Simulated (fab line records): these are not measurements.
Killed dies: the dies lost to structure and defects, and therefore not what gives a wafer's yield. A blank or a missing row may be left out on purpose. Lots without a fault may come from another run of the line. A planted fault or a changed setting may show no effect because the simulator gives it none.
fab line records | flow sky130
[record] lots = 10 wafers = 30 last_day = 50
route steps=708 shown FIELD_ISO@4
lots untouched by any fault: they come from a run of this same line in which no faults occurred
start_h: hours from the record's opening day to when the first of the lot's shown wafers began | wait_h: hours since the lot's step before | " the same as in the row above | L1.1+2: a row that stands for several wafers | - no value present, or no start provided | * or withheld: withheld | < > ~ a bound
route shown NAME@n: names a module that has steps shown in the file, with the first one's number in the route | usual: mean/standard deviation taken from wafers without a fault | same: alike in all rows | chamber/n: place in a boat | sites: the reading at each site | _std_site: standard deviation of those values | _edge_site: the outer-site mean with the inner-site mean subtracted | radius_mm: for every site, how far away it sits from the centre of the wafer | mask NAME#n: copy n | behind: tool/chamber where the wafer was last shaped | hold: what put the lot on hold/how long, in hours/how the hold closed | device: which transistor (n, p or np) failed to switch | end of line: the tests these same wafers got at the end of their route | for a step that has no rows: nothing shown but its recipe | killed: count of dies lost to structure and defects at first sort (not the wafer's yield) | map: a wafer's dies, marking killed ones x, the rest . and places with no die _
set.NAME: the setting as run; set.NAME@STEP: as run at that earlier step | model.NAME: the simulator's own value behind a step, which no gauge read
the route's steps for a sample of lots (tables are steps, rows are wafers)
services: when a tool's chamber went out of use (start_h, in hours from the record's first day, below 0 if earlier), for how many hours, and the reason
[[steps]]
[step SKY_FIELD_ISO_CVD_03]
[recipe] material = Si3N4 precursor = DCS/NH3 target_thk_nm = 165 temp_c = 770 time_s = 2830 pressure_mtorr = 250
[usual] spike_tc_centre_C = 771.0/1.3 spike_tc_top_C = 782/3.7 spike_tc_upper_C = 768.9/1.4 zone_power_centre_pct = 13.1/1.3 zone_power_top_pct = 24.5/1.4 zone_power_upper_pct = 13.67/0.28
// columns lot.wafer tool chamber start_h wait_h spike_tc_centre_C spike_tc_top_C spike_tc_upper_C zone_power_centre_pct zone_power_top_pct zone_power_upper_pct
L175.1 lpcvd-02 0 13.08 0.1 772.9 788 768.3 14.5 23.1 13.35
L175.2 " 0 " " 772.3 785 767.8 14.5 23.6 13.33
L175.6 " 0 " " 771.5 785 767.1 14.3 23.3 13.47
L176.2 lpcvd-02 0 19.56 1.0 771.6 785 767.3 14.1 23.2 13.44
L176.3 " 0 " " 771.6 785 768.6 14.3 23.4 13.47
L176.6 " 0 " " 772.9 785 768.7 14.6 23.2 13.48
L180.2 lpcvd-02 0 37.77 1.1 777.0 793 723.9 20.2 30.0 0.20
L180.4 " 0 " " 777.4 793 723.1 20.5 29.9 0.20
L180.6 " 0 " " 777.3 793 722.9 20.6 30.0 0.19
L181.1 lpcvd-02 0 42.44 0.1 776.9 792 722.3 20.4 30.4 0.20
L181.2 " 0 " " 775.5 793 722.8 20.4 30.3 0.19
L181.4 " 0 " " 777.1 793 721.8 20.4 30.0 0.20
L182.4 lpcvd-02 0 46.69 0.0 776.2 792 724.2 20.1 30.1 0.20
L182.5 " 0 " " 776.6 794 726.0 20.3 29.7 0.20
L182.6 " 0 " " 777.4 795 723.4 20.7 30.5 0.20
L194.1 lpcvd-02 0 107.01 0.2 771.4 787 768.4 14.3 23.1 13.28
L194.2 " 0 " " 771.9 786 768.0 14.3 22.9 13.47
L194.4 " 0 " " 773.3 788 766.0 14.4 22.6 13.37
L195.1 lpcvd-02 0 114.55 1.3 772.6 786 767.2 14.4 23.4 13.40
L195.2 " 0 " " 771.1 784 767.4 14.3 23.1 13.46
L195.6 " 0 " " 771.5 785 769.6 14.4 23.5 13.39
L196.3 lpcvd-02 0 117.41 0.0 769.9 786 770.2 14.2 23.0 13.44
L196.4 " 0 " " 771.8 786 768.5 14.3 23.0 13.37
L196.6 " 0 " " 772.9 786 768.6 14.6 23.6 13.44
L197.2 lpcvd-02 1 124.35 0.0 770.6 777 769.8 11.6 26.2 13.86
L197.4 " 1 " " 769.9 780 770.2 11.7 25.9 14.06
L197.5 " 1 " " 769.9 779 772.2 11.6 26.0 14.01
L198.1 lpcvd-02 1 128.66 0.1 771.7 781 771.0 11.9 25.7 13.94
L198.3 " 1 " " 769.8 777 771.2 11.6 26.5 13.91
L198.4 " 1 " " 770.0 778 770.5 11.8 25.8 13.93
[step SKY_FIELD_ISO_THK_MEAS_04]
[recipe] reads = Si3N4_of_FIELD_ISO_CVD_03
[usual] FIELD_ISO_CVD_03_THK = 165.9/1.6
// columns lot.wafer tool chamber start_h wait_h hold FIELD_ISO_CVD_03_THK[nm]
L175.1 film_metro-03 - 15.76 0.0 - 168.1
L175.2 " - " " - 168.1
L175.6 " - " " - 168.8
L176.2 film_metro-02 - 21.35 0.0 - 168.3
L176.3 " - " " - 168.1
L176.6 " - " " - 167.6
L180.2 film_metro-03 - 39.56 0.0 await_dispo/0.2h/release 115.2
L180.4 " - " " await_dispo/0.2h/release 115.7
L180.6 " - " " await_dispo/0.2h/release 119.1
L180.2 film_metro-03 - 39.79 0.2 - 115.3
L180.4 " - " " - 115.7
L180.6 " - " " - 119.0
L181.1 film_metro-02 - 44.23 0.0 await_dispo/0.2h/release 120.7
L181.2 " - " " await_dispo/0.2h/release 116.7
L181.4 " - " " await_dispo/0.2h/release 115.4
L181.1 film_metro-02 - 44.46 0.2 - 120.7
L181.2 " - " " - 116.7
L181.4 " - " " - 115.3
L182.4 film_metro-03 - 48.51 0.0 await_dispo/0.2h/release 114.8
L182.5 " - " " await_dispo/0.2h/release 116.9
L182.6 " - " " await_dispo/0.2h/release 120.2
L182.4 film_metro-03 - 48.73 0.2 - 115.0
L182.5 " - " " - 116.8
L182.6 " - " " - 120.1
L194.1 film_metro-04 - 108.80 0.0 - 165.2
L194.2 " - " " - 163.2
L194.4 " - " " - 164.3
L195.1 film_metro-03 - 116.33 0.0 - 163.6
L195.2 " - " " - 164.5
L195.6 " - " " - 162.7
L196.3 film_metro-04 - 120.11 0.0 - 163.9
L196.4 " - " " - 164.1
L196.6 " - " " - 164.3
L197.2 film_metro-04 - 127.04 0.0 - 165.4
L197.4 " - " " - 165.8
L197.5 " - " " - 167.7
L198.1 film_metro-03 - 132.68 0.0 - 165.2
L198.3 " - " " - 165.7
L198.4 " - " " - 165.1
[step SKY_FIELD_ISO_ETCH_15]
[recipe] chemistry = CHF3/O2 target_depth_nm = 180 stop_on = Si source_w = 600 bias_w = 200 pressure_mtorr = 40 chf3_flow_sccm = 50 O2_flow_sccm = 5 time_s = 72
[usual] chamber_pressure_mTorr = 39.99/0.031 drypump_motor_current_A = 5.6/0.5 oes_product_au = 0.949/0.0072 throttle_valve_pct = 8.845/0.0099
// columns lot.wafer tool chamber start_h wait_h chamber_pressure_mTorr drypump_motor_current_A oes_product_au rf_hours_counter_h throttle_valve_pct
L175.1 rie_diel-04 2 29.81 0.0 39.99 6.1 0.955 102 8.860
L175.2 " 3 " " 39.95 5.1 0.961 104 8.846
L175.6 " 3 " " 39.97 5.1 0.954 - 8.843
L176.2 rie_diel-04 3 36.13 0.0 40.05 5.1 0.951 105 8.843
L176.3 " 2 " " 39.97 6.1 0.957 - 8.839
L176.6 " 2 " " 40.01 6.2 0.952 - 8.851
L180.2 rie_diel-02 1 55.41 0.0 40.03 5.4 0.784 68 8.796
L180.4 " 1 " " 40.00 5.4 0.775 - 8.795
L180.6 " 2 " " 40.05 5.6 0.788 - 8.800
L181.1 rie_diel-02 0 60.76 0.0 40.02 5.3 0.794 23 8.797
L181.2 " 2 " " 40.01 5.7 0.774 26 8.794
L181.4 " 2 " " 40.03 5.6 0.781 - 8.792
L182.4 rie_diel-04 2 64.21 0.0 39.96 6.1 0.774 103 8.784
L182.5 " 3 " " 40.09 5.1 0.778 - 8.788
L182.6 " 0 " " 40.02 4.8 0.797 - 8.799
L194.1 rie_diel-01 2 127.06 0.0 39.99 5.8 0.951 78 8.832
L194.2 " 0 " " 40.06 5.2 0.943 30 8.843
L194.4 " 1 " " 40.02 5.6 0.943 11 8.824
L195.1 rie_diel-02 3 135.02 0.0 40.00 4.8 0.937 11 8.844
L195.2 " 0 " " 39.97 5.3 0.950 24 8.824
L195.6 " 2 " " 40.01 5.7 0.939 - 8.848
L196.3 rie_diel-01 2 138.44 0.0 39.99 5.8 0.944 78 8.834
L196.4 " 0 " " 39.97 5.3 0.944 30 8.832
L196.6 " 3 " " 39.96 6.7 0.942 - 8.828
L197.2 rie_diel-04 3 145.26 0.0 39.97 5.1 0.937 107 8.835
L197.4 " 2 " " 40.05 6.1 0.944 105 8.829
L197.5 " 2 " " 40.00 6.1 0.959 - 8.837
L198.1 rie_diel-04 1 150.22 0.0 39.99 5.6 0.942 81 8.840
L198.3 " 2 " " 40.01 6.1 0.946 105 8.840
L198.4 " 3 " " 40.00 5.1 0.944 107 8.849
[[services]]
// columns tool chamber start_h hours kind
rie_diel-04 1 16.43 20.9 repair
rie_diel-04 0 22.63 13.7 repair
rie_diel-02 3 52.65 16.1 repair
rie_diel-01 0 53.20 14.0 repair
rie_diel-01 2 64.05 15.1 repair
rie_diel-01 0 68.81 5.8 repair
rie_diel-01 1 86.74 9.0 repair
rie_diel-04 1 90.55 16.4 repair
rie_diel-04 - 93.17 14.6 pm
rie_diel-01 3 95.11 18.2 repair
rie_diel-02 1 124.66 32.8 repair
rie_diel-01 - 131.38 0.4 repair
lpcvd-02 - 132.68 17.2 pm
rie_diel-01 3 139.75 16.4 repair
rie_diel-01 - 148.71 0.7 repair
[[key]]
[first_sign] step = SKY_FIELD_ISO_CVD_03 reading = zone_power_upper_pct direction = down sigmas = 49 usual = 13.67 struck = 0.20
[effect] step = SKY_FIELD_ISO_CVD_03 reading = spike_tc_upper_C direction = down sigmas = 32 usual = 768.9 struck = 723.4
[effect] step = SKY_FIELD_ISO_THK_MEAS_04 reading = visit direction = added
[effect] step = SKY_FIELD_ISO_THK_MEAS_04 reading = FIELD_ISO_CVD_03_THK direction = down sigmas = 30 usual = 165.9 struck = 117.2
[effect] step = SKY_FIELD_ISO_ETCH_15 reading = oes_product_au direction = down sigmas = 23 usual = 0.949 struck = 0.783
met_at SKY_FIELD_ISO_CVD_03
struck_lots L180,L181,L182
struck_wafers L180.2,L180.4,L180.6,L181.1,L181.2,L181.4,L182.4,L182.5,L182.6
tester_left_out L180,L181,L182
onset_between 19.56 37.77
[fault] kind = process_parameter_drift tool = lpcvd-02 chamber = 0 onset_h = 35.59 steps = SKY_FIELD_ISO_CVD_03 channel = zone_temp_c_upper offset = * shape = step end_h = 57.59
// tester_left_out: of these lots the tester's yield and bins aren't shown, on N5 and GAA mostly nor the transistor test; their killed dies are dies lost to structure and defects alone, not to doping, threshold or leakage, so they don't give the yield
